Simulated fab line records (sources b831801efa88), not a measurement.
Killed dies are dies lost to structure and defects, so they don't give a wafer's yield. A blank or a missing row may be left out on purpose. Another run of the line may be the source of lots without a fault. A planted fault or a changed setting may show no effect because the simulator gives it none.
Which of the tools did it? / flow sky130 / Sampling: 11 lots, 33 wafers, 7 of 708 route steps

## WHAT EACH GAUGE READ, for each wafer
SKY_SONOS_TUNNEL_CD_MEAS_07: the cd target is 410 nm. Usual: cd-nm at 411.3 nm, with a standard deviation of 2.2.
lot=L459; measured=day 11 07:59; on=cd-sem-01; cd-nm (nm)=413.7 411.8 412.9; flag=
lot=L463; measured=day 13 09:57; on=cd-sem-02; cd-nm (nm)=- - -; flag=OFF
lot=L464; measured=day 13 18:12; on=cd-sem-01; cd-nm (nm)=- - -; flag=OFF
lot=L470; measured=day 16 04:18; on=cd-sem-01; cd-nm (nm)=408.7 406.6 406.9; flag=
lot=L471; measured=day 16 06:13; on=cd-sem-01; cd-nm (nm)=411.8 410.6 410.6; flag=
lot=L472; measured=day 16 13:20; on=cd-sem-02; cd-nm (nm)=406.8 406.9 408.3; flag=
lot=L473; measured=day 16 18:36; on=cd-sem-02; cd-nm (nm)=413.6 414.8 413.4; flag=
lot=L474; measured=day 16 17:23; on=cd-sem-01; cd-nm (nm)=408.6 407.9 406.2; flag=
lot=L475; measured=day 16 23:20; on=cd-sem-01; cd-nm (nm)=414.1 412.0 413.9; flag=
lot=L477; measured=day 17 17:55; on=cd-sem-01; cd-nm (nm)=414.0 412.8 411.8; flag=
lot=L480; measured=day 18 14:36; on=cd-sem-02; cd-nm (nm)=413.4 414.2 411.5; flag=

SKY_SONOS_TUNNEL_OVL_MEAS_08. Usual: SONOS_TUNNEL_OVL typically reads 0.7 nm, with standard deviation 1.4.
lot=L459; measured=day 11 08:06; on=overlay-01; SONOS_TUNNEL_OVL (nm)=1.4 1.7 0.8; flag=
lot=L463; measured=day 13 10:03; on=overlay-01; SONOS_TUNNEL_OVL (nm)=- - -; flag=OFF
lot=L464; measured=day 13 18:18; on=overlay-02; SONOS_TUNNEL_OVL (nm)=- - -; flag=OFF
lot=L470; measured=day 16 04:25; on=overlay-02; SONOS_TUNNEL_OVL (nm)=2.5 3.5 0.6; flag=
lot=L471; measured=day 16 06:19; on=overlay-01; SONOS_TUNNEL_OVL (nm)=-2.1 -1.6 -0.5; flag=
lot=L472; measured=day 16 13:26; on=overlay-02; SONOS_TUNNEL_OVL (nm)=-0.3 0.5 1.3; flag=
lot=L473; measured=day 16 18:42; on=overlay-02; SONOS_TUNNEL_OVL (nm)=2.7 2.0 2.9; flag=
lot=L474; measured=day 16 17:30; on=overlay-01; SONOS_TUNNEL_OVL (nm)=1.9 -0.5 1.4; flag=
lot=L475; measured=day 16 23:27; on=overlay-02; SONOS_TUNNEL_OVL (nm)=0.9 2.9 1.8; flag=
lot=L477; measured=day 17 18:01; on=overlay-02; SONOS_TUNNEL_OVL (nm)=0.0 -0.5 0.2; flag=
lot=L480; measured=day 18 14:43; on=overlay-01; SONOS_TUNNEL_OVL (nm)=1.3 2.5 1.3; flag=

SKY_SONOS_TUNNEL_TW_MEAS_12. Usual: SONOS_TUNNEL_TW typically reads 198, with standard deviation 4.
lot=L459; measured=day 11 08:39; on=film-metro-01; SONOS_TUNNEL_TW=195 196 197; flag=
lot=L463; measured=day 13 10:41; on=film-metro-02; SONOS_TUNNEL_TW=31 31 31; flag=OFF
lot=L464; measured=day 13 18:45; on=film-metro-02; SONOS_TUNNEL_TW=31 31 31; flag=OFF
lot=L470; measured=day 16 04:53; on=film-metro-01; SONOS_TUNNEL_TW=197 196 196; flag=
lot=L471; measured=day 16 06:47; on=film-metro-02; SONOS_TUNNEL_TW=204 202 204; flag=
lot=L472; measured=day 16 13:59; on=film-metro-02; SONOS_TUNNEL_TW=203 203 203; flag=
lot=L473; measured=day 16 19:10; on=film-metro-02; SONOS_TUNNEL_TW=203 203 202; flag=
lot=L474; measured=day 16 17:58; on=film-metro-01; SONOS_TUNNEL_TW=195 195 196; flag=
lot=L475; measured=day 16 23:54; on=film-metro-01; SONOS_TUNNEL_TW=195 194 195; flag=
lot=L477; measured=day 17 18:28; on=film-metro-01; SONOS_TUNNEL_TW=194 196 196; flag=
lot=L480; measured=day 18 15:16; on=film-metro-04; SONOS_TUNNEL_TW=193 194 192; flag=

SKY_LI_CONTACT_THK_MEAS_01. Usual: LI_CONTACT_HDPCVD_THK typically reads 932 nm, with standard deviation 9.8.
lot=L459; measured=day 27 15:17; on=film-metro-03; LI_CONTACT_HDPCVD_THK (nm)=951 939 961; flag=
lot=L470; measured=day 32 19:29; on=film-metro-01; LI_CONTACT_HDPCVD_THK (nm)=933 912 932; flag=
lot=L471; measured=day 32 18:18; on=film-metro-01; LI_CONTACT_HDPCVD_THK (nm)=941 937 939; flag=
lot=L472; measured=day 33 01:56; on=film-metro-01; LI_CONTACT_HDPCVD_THK (nm)=928 918 918; flag=
lot=L473; measured=day 33 08:45; on=film-metro-02; LI_CONTACT_HDPCVD_THK (nm)=941 939 941; flag=
lot=L474; measured=day 33 07:20; on=film-metro-01; LI_CONTACT_HDPCVD_THK (nm)=929 914 931; flag=
lot=L475; measured=day 33 11:14; on=film-metro-03; LI_CONTACT_HDPCVD_THK (nm)=923 936 917; flag=
lot=L477; measured=day 34 05:18; on=film-metro-01; LI_CONTACT_HDPCVD_THK (nm)=941 945 925; flag=
lot=L480; measured=day 34 20:17; on=film-metro-01; LI_CONTACT_HDPCVD_THK (nm)=928 944 931; flag=

## WHICH TOOL RAN EACH LOT (tool, then ch and the chambers of the sampled wafers, then the start)
lot=L459; SKY_FIELD_ISO_ETCH_14=rie-diel-04 ch 1,3, day 2 09:44; SKY_FIELD_ISO_CMP_27=cmp-02 ch 1,2,3, day 2 14:31; SKY_SONOS_TUNNEL_DEVELOP_06=litho-track-01 ch 0, day 11 07:50
lot=L463; SKY_FIELD_ISO_ETCH_14=rie-diel-04 ch 0,1, day 3 06:23; SKY_FIELD_ISO_CMP_27=cmp-01 ch 0,2,3, day 3 17:01; SKY_SONOS_TUNNEL_DEVELOP_06=litho-track-01 ch 0, day 13 09:48
lot=L464; SKY_FIELD_ISO_ETCH_14=rie-diel-01 ch 0,1,2, day 3 13:17; SKY_FIELD_ISO_CMP_27=cmp-02 ch 0,1,3, day 4 03:01; SKY_SONOS_TUNNEL_DEVELOP_06=litho-track-01 ch 0, day 13 18:03
lot=L470; SKY_FIELD_ISO_ETCH_14=rie-diel-04 ch 1,2,3, day 4 20:34; SKY_FIELD_ISO_CMP_27=cmp-01 ch 0,2,3, day 5 11:55; SKY_SONOS_TUNNEL_DEVELOP_06=litho-track-04 ch 0, day 16 04:09
lot=L471; SKY_FIELD_ISO_ETCH_14=rie-diel-01 ch 0,2, day 5 02:05; SKY_FIELD_ISO_CMP_27=cmp-02 ch 0,1,2, day 5 11:55; SKY_SONOS_TUNNEL_DEVELOP_06=litho-track-04 ch 0, day 16 06:04
lot=L472; SKY_FIELD_ISO_ETCH_14=rie-diel-04 ch 0,1,3, day 5 07:26; SKY_FIELD_ISO_CMP_27=cmp-02 ch 1,2, day 5 21:10; SKY_SONOS_TUNNEL_DEVELOP_06=litho-track-03 ch 0, day 16 13:11
lot=L473; SKY_FIELD_ISO_ETCH_14=rie-diel-02 ch 0,1, day 5 14:02; SKY_FIELD_ISO_CMP_27=cmp-02 ch 0,1,2, day 5 22:43; SKY_SONOS_TUNNEL_DEVELOP_06=litho-track-01 ch 0, day 16 18:27
lot=L474; SKY_FIELD_ISO_ETCH_14=rie-diel-02 ch 0,1,2, day 5 18:10; SKY_FIELD_ISO_CMP_27=cmp-01 ch 1,2,3, day 5 22:37; SKY_SONOS_TUNNEL_DEVELOP_06=litho-track-01 ch 0, day 16 17:14
lot=L475; SKY_FIELD_ISO_ETCH_14=rie-diel-02 ch 0,1,3, day 5 23:29; SKY_FIELD_ISO_CMP_27=cmp-01 ch 0,1,2, day 6 04:23; SKY_SONOS_TUNNEL_DEVELOP_06=litho-track-01 ch 0, day 16 23:11
lot=L477; SKY_FIELD_ISO_ETCH_14=rie-diel-02 ch 0,1,3, day 6 11:29; SKY_FIELD_ISO_CMP_27=cmp-01 ch 0,1,2, day 6 16:02; SKY_SONOS_TUNNEL_DEVELOP_06=litho-track-01 ch 0, day 17 17:46
lot=L480; SKY_FIELD_ISO_ETCH_14=rie-diel-04 ch 0,1,3, day 6 22:32; SKY_FIELD_ISO_CMP_27=cmp-02 ch 1,2,3, day 7 03:05; SKY_SONOS_TUNNEL_DEVELOP_06=litho-track-04 ch 0, day 18 14:27
- SKY_FIELD_ISO_ETCH_14: etches BARC in N2/H2, stops on SiO2, time 45.9 s, target depth 60 nm.
- SKY_FIELD_ISO_CMP_27: polishes, stops on Si3N4, t overpolish 16 s, target thk 457.8 nm.
- SKY_SONOS_TUNNEL_DEVELOP_06: develop time 60 s.

## WHAT THE TOOLS THEMSELVES READ (means of the sampled wafers that have a number; where no wafer has one, the mark that the record gives instead)
SKY_FIELD_ISO_ETCH_14. Usual: drypump-motor-current-A 5.7 A, standard deviation 0.44; oes-product-au 0.850 a.u., standard deviation 0.0046; throttle-valve-pct 13.223 %, standard deviation 0.0091.
lot=L459; tool=rie-diel-04; drypump-motor-current-A (A)=5.4; oes-product-au (a.u.)=0.849; throttle-valve-pct (%)=13.216; flag=
lot=L463; tool=rie-diel-04; drypump-motor-current-A (A)=5.1; oes-product-au (a.u.)=0.846; throttle-valve-pct (%)=13.223; flag=
lot=L464; tool=rie-diel-01; drypump-motor-current-A (A)=5.9; oes-product-au (a.u.)=0.846; throttle-valve-pct (%)=13.222; flag=
lot=L470; tool=rie-diel-04; drypump-motor-current-A (A)=5.6; oes-product-au (a.u.)=0.842; throttle-valve-pct (%)=13.228; flag=
lot=L471; tool=rie-diel-01; drypump-motor-current-A (A)=5.8; oes-product-au (a.u.)=0.850; throttle-valve-pct (%)=13.228; flag=
lot=L472; tool=rie-diel-04; drypump-motor-current-A (A)=5.3; oes-product-au (a.u.)=0.853; throttle-valve-pct (%)=13.215; flag=
lot=L473; tool=rie-diel-02; drypump-motor-current-A (A)=5.6; oes-product-au (a.u.)=0.850; throttle-valve-pct (%)=13.231; flag=
lot=L474; tool=rie-diel-02; drypump-motor-current-A (A)=5.7; oes-product-au (a.u.)=0.849; throttle-valve-pct (%)=13.229; flag=
lot=L475; tool=rie-diel-02; drypump-motor-current-A (A)=5.4; oes-product-au (a.u.)=0.852; throttle-valve-pct (%)=13.229; flag=
lot=L477; tool=rie-diel-02; drypump-motor-current-A (A)=5.4; oes-product-au (a.u.)=0.851; throttle-valve-pct (%)=13.221; flag=
lot=L480; tool=rie-diel-04; drypump-motor-current-A (A)=5.3; oes-product-au (a.u.)=0.852; throttle-valve-pct (%)=13.225; flag=

SKY_FIELD_ISO_CMP_27. Usual: motor-current-A 11.5 A, standard deviation 1.1; overpolish-run-s 15.998 s, standard deviation 0.009; slurry-flow-ml-min 150.0, standard deviation 0.45; time-to-endpoint-s 111 s, standard deviation 4.1.
lot=L459; tool=cmp-02; motor-current-A (A)=11.0; overpolish-run-s (s)=16.003; slurry-flow-ml-min=149.6; time-to-endpoint-s (s)=116; flag=
lot=L463; tool=cmp-01; motor-current-A (A)=11.8; overpolish-run-s (s)=15.999; slurry-flow-ml-min=150.2; time-to-endpoint-s (s)=111; flag=
lot=L464; tool=cmp-02; motor-current-A (A)=11.4; overpolish-run-s (s)=16.003; slurry-flow-ml-min=149.7; time-to-endpoint-s (s)=109; flag=
lot=L470; tool=cmp-01; motor-current-A (A)=12.2; overpolish-run-s (s)=16.005; slurry-flow-ml-min=150.5; time-to-endpoint-s (s)=111; flag=
lot=L471; tool=cmp-02; motor-current-A (A)=11.0; overpolish-run-s (s)=15.997; slurry-flow-ml-min=150.3; time-to-endpoint-s (s)=107; flag=
lot=L472; tool=cmp-02; motor-current-A (A)=11.4; overpolish-run-s (s)=16.002; slurry-flow-ml-min=150.7; time-to-endpoint-s (s)=106; flag=
lot=L473; tool=cmp-02; motor-current-A (A)=10.9; overpolish-run-s (s)=15.997; slurry-flow-ml-min=149.7; time-to-endpoint-s (s)=110; flag=
lot=L474; tool=cmp-01; motor-current-A (A)=12.3; overpolish-run-s (s)=15.994; slurry-flow-ml-min=149.5; time-to-endpoint-s (s)=111; flag=
lot=L475; tool=cmp-01; motor-current-A (A)=12.3; overpolish-run-s (s)=15.996; slurry-flow-ml-min=150.1; time-to-endpoint-s (s)=113; flag=
lot=L477; tool=cmp-01; motor-current-A (A)=12.2; overpolish-run-s (s)=16.007; slurry-flow-ml-min=150.1; time-to-endpoint-s (s)=110; flag=
lot=L480; tool=cmp-02; motor-current-A (A)=10.9; overpolish-run-s (s)=15.992; slurry-flow-ml-min=149.9; time-to-endpoint-s (s)=109; flag=

## THE ANSWER, worked out from the rows above alone
Rule: a lot is off if the mean of its wafers that have a number lies more than 3 standard deviations from the usual mean. Also off: a lot with no number at a reading for which 4 or more lots have one. Where the step has rows for the other lots, those lots are counted as sound. After the gauges, taken in route order, come the tools' own readings; for these a lot's mean is taken, as printed above. The first step at which some lot is off is used, and at that step the reading that is off furthest; a lot without a number counts as furthest.
Off: L463, L464, at SKY_SONOS_TUNNEL_CD_MEAS_07 (cd-nm). Without a number there: L463, L464.
If a tool, at a process step before that reading, ran all the lots that are off and no sound lot after the first of them, it fits. The gauges at SKY_SONOS_TUNNEL_CD_MEAS_07 aren't tried: what is off there is off at SKY_SONOS_TUNNEL_OVL_MEAS_08 too, on other tools, and a gauge's error can't cause that. No candidate that was tried fits.

## WHAT THE SIMULATOR PUT IN
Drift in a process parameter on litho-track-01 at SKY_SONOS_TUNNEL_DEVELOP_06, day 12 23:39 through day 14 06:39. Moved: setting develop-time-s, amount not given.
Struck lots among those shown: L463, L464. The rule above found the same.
